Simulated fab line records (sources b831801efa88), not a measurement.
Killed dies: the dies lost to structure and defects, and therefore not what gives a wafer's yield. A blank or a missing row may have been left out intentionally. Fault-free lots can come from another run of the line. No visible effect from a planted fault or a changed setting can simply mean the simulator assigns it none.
fab line records + flow gf180mcu + part 2 of 2: steps 30 to 38 of 38
[record]
- lots = 5
- wafers = 15
- lastDay = 34
route steps=602 shown M5@535 V5@540 TOP_METAL@567
lots untouched by any fault: they come from a run of this same line in which no faults occurred
startH: start of the lot's first displayed wafer, in hours after the record's first day + waitH: how many hours have passed since the lot's step before this one + " the same as in the row above + L1.1+2: one row covering several wafers at once + - no value present, or no start provided + * or withheld: withheld + < > ~ a bound
route shown NAME@n: NAME is a module with steps in the file, n the number in the route of the first one + usual: the fault-free wafers' mean and standard deviation + same: alike in all rows + chamber/n: place in a boat + sites: per-site readings + _std_site: standard deviation across them + _edge_site: inner sites' mean taken away from outer sites' mean + radiusMm: how far each site lies from the wafer's centre + mask NAME#n: copy n + behind: the tool/chamber that last shaped the wafer + hold: what put the lot on hold/how long, in hours/how the hold closed + device: names the non-switching transistor (n, p or np) + end of line: the route-end tests of the same wafers + a step given without rows: its recipe and nothing more + killed: the dies lost at the first sort to structure and to defects; this is not the yield of the wafer + map: dies across one wafer; x = killed, . = not, _ = none there
set.NAME: the run value of the setting; set.NAME@STEP: its run value at that earlier step + model.NAME: the simulator's own value behind a step, which no gauge read
lots at some steps of the route; a table a step, a row a wafer
services: a tool's chamber out of use, with start hour (startH, from the record's first day; less than 0 if before it), hours out, and reason
[[steps]]
[step GF_V5_RS_MEAS_24]
[recipe]
- thkMeasGauge = four-point-probe
- reads = W_of_V5_CVD_23+TiN_of_V5_SPUTTER_22+Ti_of_V5_SPUTTER_21
[usual]
- V5_W_RS = 0.330/0.0038
| lot.wafer | tool         | chamber | startH | waitH | V5_W_RS[ohm/sq] |
|-----------|--------------|---------|--------|-------|-----------------|
| L078.1    | filmMetro-02 | -       | 664.03 | 0.1   | 0.327           |
| L078.2    | "            | -       | "      | "     | 0.331           |
| L078.5    | "            | -       | "      | "     | 0.336           |
| L083.2    | filmMetro-04 | -       | 705.38 | 0.1   | 0.330           |
| L083.4    | "            | -       | "      | "     | 0.331           |
| L083.5    | "            | -       | "      | "     | 0.335           |
| L085.1    | filmMetro-01 | -       | 714.83 | 0.1   | 0.329           |
| L085.2    | "            | -       | "      | "     | 0.333           |
| L085.3    | "            | -       | "      | "     | 0.332           |
| L086.2    | filmMetro-01 | -       | 718.41 | 0.2   | 0.326           |
| L086.4    | "            | -       | "      | "     | 0.330           |
| L086.6    | "            | -       | "      | "     | 0.331           |
| L097.1    | filmMetro-04 | -       | 785.74 | 0.1   | 0.325           |
| L097.2    | "            | -       | "      | "     | 0.331           |
| L097.5    | "            | -       | "      | "     | 0.330           |
[step GF_V5_THK_MEAS_25]
[recipe]
- thkMeasGauge = xrf
- reads = W_of_V5_CVD_23
[usual]
- V5_W_THK = 354/5.7
| lot.wafer | tool         | chamber | startH | waitH | V5_W_THK[nm] |
|-----------|--------------|---------|--------|-------|--------------|
| L078.1    | filmMetro-02 | -       | 664.15 | 0.1   | 354          |
| L078.2    | "            | -       | "      | "     | 350          |
| L078.5    | "            | -       | "      | "     | 348          |
| L083.2    | filmMetro-04 | -       | 705.49 | 0.1   | 358          |
| L083.4    | "            | -       | "      | "     | 359          |
| L083.5    | "            | -       | "      | "     | 354          |
| L085.1    | filmMetro-01 | -       | 714.95 | 0.1   | 355          |
| L085.2    | "            | -       | "      | "     | 348          |
| L085.3    | "            | -       | "      | "     | 350          |
| L086.2    | filmMetro-01 | -       | 718.52 | 0.1   | 355          |
| L086.4    | "            | -       | "      | "     | 353          |
| L086.6    | "            | -       | "      | "     | 353          |
| L097.1    | filmMetro-04 | -       | 785.86 | 0.1   | 365          |
| L097.2    | "            | -       | "      | "     | 358          |
| L097.5    | "            | -       | "      | "     | 361          |
[step GF_V5_CMP_26]
[recipe]
- stopOn = SiO2
- downForcePsi = 3.5
- platenRpm = 60
- tOverpolishS = 15
- targetThkNm = 0
- padVelocityMS = 0.94248
[usual]
- motorCurrentA = 11.1/1.3
- overpolishRunS = 14.999/0.0089
- timeToEndpointS = 83/4.3
| lot.wafer | tool   | chamber | startH | waitH | motorCurrentA | overpolishRunS | timeToEndpointS |
|-----------|--------|---------|--------|-------|---------------|----------------|-----------------|
| L078.2    | cmp-01 | 0       | 664.21 | 0.0   | 12.1          | 14.993         | 87              |
| L078.1    | "      | 2       | "      | "     | 12.6          | 14.993         | 87              |
| L078.5    | "      | 1       | "      | "     | 10.1          | 14.997         | 82              |
| L083.2    | cmp-01 | 3       | 705.59 | 0.1   | 11.3          | 14.990         | 90              |
| L083.4    | "      | 0       | "      | "     | 10.8          | 14.995         | 85              |
| L083.5    | "      | 2       | "      | "     | 12.2          | 15.011         | 85              |
| L085.3    | cmp-02 | 2       | 715.01 | 0.0   | 10.0          | 15.004         | 81              |
| L085.1    | "      | 3       | "      | "     | 9.7           | 15.002         | 79              |
| L085.2    | "      | 0       | "      | "     | 10.4          | 15.001         | 84              |
| L086.2    | cmp-02 | 3       | 718.57 | 0.0   | 10.2          | 15.010         | 82              |
| L086.4    | "      | 2       | "      | "     | 10.2          | 15.001         | 76              |
| L086.6    | "      | 0       | "      | "     | 11.0          | 15.005         | 85              |
| L097.2    | cmp-02 | 2       | 785.97 | 0.1   | 9.9           | 15.002         | 76              |
| L097.1    | "      | 0       | "      | "     | 10.6          | 14.992         | 86              |
| L097.5    | "      | 1       | "      | "     | 14.3          | 15.003         | 87              |
[step GF_TOP_METAL_SPUTTER_00]
[recipe]
- material = Ti
- targetThkNm = 37.5
- arrivingIonEnergyEv = 80
- substrateTempC = 200
- chamberPressurePa = 2
- powerW = 4000
- timeS = 150
[usual]
- throttleValvePct = 29.9/0.69
| lot.wafer | tool          | chamber | startH | waitH | throttleValvePct |
|-----------|---------------|---------|--------|-------|------------------|
| L078.1    | pvdSputter-02 | -       | 664.51 | 0.1   | 31.0             |
| L078.2    | "             | -       | "      | "     | 31.5             |
| L078.5    | "             | -       | "      | "     | 30.7             |
| L083.2    | pvdSputter-02 | -       | 705.84 | 0.2   | 31.6             |
| L083.4    | "             | -       | "      | "     | 31.1             |
| L083.5    | "             | -       | "      | "     | 31.2             |
| L085.1    | pvdSputter-04 | -       | 715.31 | 0.2   | 30.2             |
| L085.2    | "             | -       | "      | "     | 29.1             |
| L085.3    | "             | -       | "      | "     | 29.5             |
| L086.2    | pvdSputter-03 | -       | 718.87 | 0.2   | 29.8             |
| L086.4    | "             | -       | "      | "     | 29.4             |
| L086.6    | "             | -       | "      | "     | 29.5             |
| L097.1    | pvdSputter-03 | -       | 786.22 | 0.1   | 30.0             |
| L097.2    | "             | -       | "      | "     | 30.7             |
| L097.5    | "             | -       | "      | "     | 30.3             |
[step GF_TOP_METAL_SPUTTER_01]
[recipe]
- material = TiN
- targetThkNm = 30
- powerW = 6500
- timeS = 25
- chamberPressurePa = 0.4
[usual]
- throttleValvePct = 29.9/0.71
| lot.wafer | tool          | chamber | startH | waitH | throttleValvePct |
|-----------|---------------|---------|--------|-------|------------------|
| L078.1    | pvdSputter-02 | -       | 664.61 | 0.1   | 31.0             |
| L078.2    | "             | -       | "      | "     | 31.7             |
| L078.5    | "             | -       | "      | "     | 31.1             |
| L083.2    | pvdSputter-02 | -       | 705.94 | 0.1   | 31.5             |
| L083.4    | "             | -       | "      | "     | 31.2             |
| L083.5    | "             | -       | "      | "     | 31.2             |
| L085.1    | pvdSputter-04 | -       | 715.41 | 0.1   | 30.6             |
| L085.2    | "             | -       | "      | "     | 29.3             |
| L085.3    | "             | -       | "      | "     | 29.2             |
| L086.2    | pvdSputter-03 | -       | 718.97 | 0.1   | 30.0             |
| L086.4    | "             | -       | "      | "     | 29.0             |
| L086.6    | "             | -       | "      | "     | 29.2             |
| L097.1    | pvdSputter-03 | -       | 786.32 | 0.1   | 30.1             |
| L097.2    | "             | -       | "      | "     | 30.7             |
| L097.5    | "             | -       | "      | "     | 29.9             |
[step GF_TOP_METAL_SPUTTER_02]
[recipe]
- material = AlCu
- targetThkNm = 900
- powerW = 10600
- chamberPressurePa = 0.3
- substrateTempC = 250
- gas = Ar
- timeS = 47.82
[usual]
- throttleValvePct = 29.9/0.69
| lot.wafer | tool          | chamber | startH | waitH | throttleValvePct |
|-----------|---------------|---------|--------|-------|------------------|
| L078.1    | pvdSputter-02 | -       | 664.64 | 0.0   | 30.8             |
| L078.2    | "             | -       | "      | "     | 31.6             |
| L078.5    | "             | -       | "      | "     | 31.0             |
| L083.2    | pvdSputter-02 | -       | 705.97 | 0.0   | 31.5             |
| L083.4    | "             | -       | "      | "     | 31.0             |
| L083.5    | "             | -       | "      | "     | 31.0             |
| L085.1    | pvdSputter-04 | -       | 715.44 | 0.0   | 30.3             |
| L085.2    | "             | -       | "      | "     | 29.3             |
| L085.3    | "             | -       | "      | "     | 29.1             |
| L086.2    | pvdSputter-03 | -       | 719.00 | 0.0   | 29.5             |
| L086.4    | "             | -       | "      | "     | 29.2             |
| L086.6    | "             | -       | "      | "     | 29.2             |
| L097.1    | pvdSputter-03 | -       | 786.35 | 0.0   | 30.0             |
| L097.2    | "             | -       | "      | "     | 30.5             |
| L097.5    | "             | -       | "      | "     | 29.8             |
[step GF_TOP_METAL_SPUTTER_03]
[recipe]
- material = Ti
- targetThkNm = 5
- substrateTempC = 300
- chamberPressurePa = 0.3
- powerW = 3000
- timeS = 3.3
[usual]
- throttleValvePct = 29.9/0.69
| lot.wafer | tool          | chamber | startH | waitH | throttleValvePct |
|-----------|---------------|---------|--------|-------|------------------|
| L078.1    | pvdSputter-02 | -       | 664.68 | 0.0   | 30.8             |
| L078.2    | "             | -       | "      | "     | 31.5             |
| L078.5    | "             | -       | "      | "     | 31.2             |
| L083.2    | pvdSputter-02 | -       | 706.01 | 0.0   | 31.5             |
| L083.4    | "             | -       | "      | "     | 31.2             |
| L083.5    | "             | -       | "      | "     | 30.9             |
| L085.1    | pvdSputter-04 | -       | 715.48 | 0.0   | 30.4             |
| L085.2    | "             | -       | "      | "     | 29.3             |
| L085.3    | "             | -       | "      | "     | 29.0             |
| L086.2    | pvdSputter-03 | -       | 719.05 | 0.0   | 29.6             |
| L086.4    | "             | -       | "      | "     | 29.3             |
| L086.6    | "             | -       | "      | "     | 29.5             |
| L097.1    | pvdSputter-03 | -       | 786.39 | 0.0   | 29.9             |
| L097.2    | "             | -       | "      | "     | 30.5             |
| L097.5    | "             | -       | "      | "     | 29.9             |
[step GF_TOP_METAL_SPUTTER_04]
[recipe]
- material = TiN
- targetThkNm = 25
- powerW = 6500
- timeS = 20.8
- chamberPressurePa = 0.4
[usual]
- throttleValvePct = 29.9/0.69
| lot.wafer | tool          | chamber | startH | waitH | throttleValvePct |
|-----------|---------------|---------|--------|-------|------------------|
| L078.1    | pvdSputter-02 | -       | 664.70 | 0.0   | 31.0             |
| L078.2    | "             | -       | "      | "     | 31.4             |
| L078.5    | "             | -       | "      | "     | 31.2             |
| L083.2    | pvdSputter-02 | -       | 706.03 | 0.0   | 31.4             |
| L083.4    | "             | -       | "      | "     | 31.3             |
| L083.5    | "             | -       | "      | "     | 30.8             |
| L085.1    | pvdSputter-04 | -       | 715.50 | 0.0   | 30.3             |
| L085.2    | "             | -       | "      | "     | 29.1             |
| L085.3    | "             | -       | "      | "     | 29.2             |
| L086.2    | pvdSputter-03 | -       | 719.06 | 0.0   | 29.7             |
| L086.4    | "             | -       | "      | "     | 29.1             |
| L086.6    | "             | -       | "      | "     | 29.3             |
| L097.1    | pvdSputter-03 | -       | 786.41 | 0.0   | 30.0             |
| L097.2    | "             | -       | "      | "     | 30.5             |
| L097.5    | "             | -       | "      | "     | 30.1             |
[step GF_TOP_METAL_RS_MEAS_05]
[recipe]
- thkMeasGauge = four-point-probe
- reads = TiN_of_TOP_METAL_SPUTTER_04+Ti_of_TOP_METAL_SPUTTER_03+AlCu_of_TOP_METAL_SPUTTER_02+TiN_of_TOP_METAL_SPUTTER_01+Ti_of_TOP_METAL_SPUTTER_00
[usual]
- TOP_METAL_ALCU_RS = 0.0327/0.00041
| lot.wafer | tool         | chamber | startH | waitH | TOP_METAL_ALCU_RS[ohm/sq] |
|-----------|--------------|---------|--------|-------|---------------------------|
| L078.1    | filmMetro-03 | -       | 664.73 | 0.0   | 0.0331                    |
| L078.2    | "            | -       | "      | "     | 0.0328                    |
| L078.5    | "            | -       | "      | "     | 0.0331                    |
| L083.2    | filmMetro-02 | -       | 706.08 | 0.0   | 0.0329                    |
| L083.4    | "            | -       | "      | "     | 0.0333                    |
| L083.5    | "            | -       | "      | "     | 0.0335                    |
| L085.1    | filmMetro-04 | -       | 715.53 | 0.0   | 0.0325                    |
| L085.2    | "            | -       | "      | "     | 0.0321                    |
| L085.3    | "            | -       | "      | "     | 0.0326                    |
| L086.2    | filmMetro-04 | -       | 719.11 | 0.0   | 0.0330                    |
| L086.4    | "            | -       | "      | "     | 0.0322                    |
| L086.6    | "            | -       | "      | "     | 0.0320                    |
| L097.1    | filmMetro-03 | -       | 786.44 | 0.0   | 0.0325                    |
| L097.2    | "            | -       | "      | "     | 0.0325                    |
| L097.5    | "            | -       | "      | "     | 0.0328                    |
[[services]]
| tool          | chamber | startH | hours | kind   |
|---------------|---------|--------|-------|--------|
| cmp-01        | -       | 622.97 | 0.5   | repair |
| rieDiel-01    | 2       | 624.64 | 16.9  | repair |
| cmp-02        | -       | 632.84 | 3.4   | pm     |
| cmp-01        | -       | 634.54 | 0.8   | repair |
| rieDiel-02    | 1       | 635.09 | 8.6   | repair |
| cmp-01        | -       | 658.62 | 0.5   | repair |
| pvdSputter-04 | -       | 661.52 | 0.6   | repair |
| wetBench-02   | -       | 677.79 | 6.4   | repair |
| wetBench-01   | -       | 684.44 | 0.8   | repair |
| rieDiel-02    | 1       | 686.51 | 4.0   | repair |
| cmp-01        | -       | 686.65 | 5.2   | repair |
| pvdSputter-03 | -       | 687.41 | 3.9   | repair |
| cmp-02        | -       | 698.09 | 1.9   | repair |
| pvdSputter-03 | -       | 700.93 | 3.2   | repair |
| pvdSputter-02 | -       | 704.46 | 1.0   | repair |
| pvdSputter-04 | -       | 709.45 | 4.9   | repair |
| pvdSputter-02 | -       | 735.01 | 2.8   | repair |
| pvdSputter-04 | -       | 742.79 | 6.1   | repair |
| pvdSputter-02 | -       | 743.32 | 2.9   | repair |
| cmp-02        | -       | 744.10 | 4.0   | pm     |
| cmp-01        | -       | 747.46 | 0.4   | repair |
| pvdSputter-03 | -       | 751.27 | 0.7   | repair |
| cmp-02        | -       | 766.83 | 0.9   | repair |
| pvdSputter-04 | -       | 773.83 | 12.2  | repair |
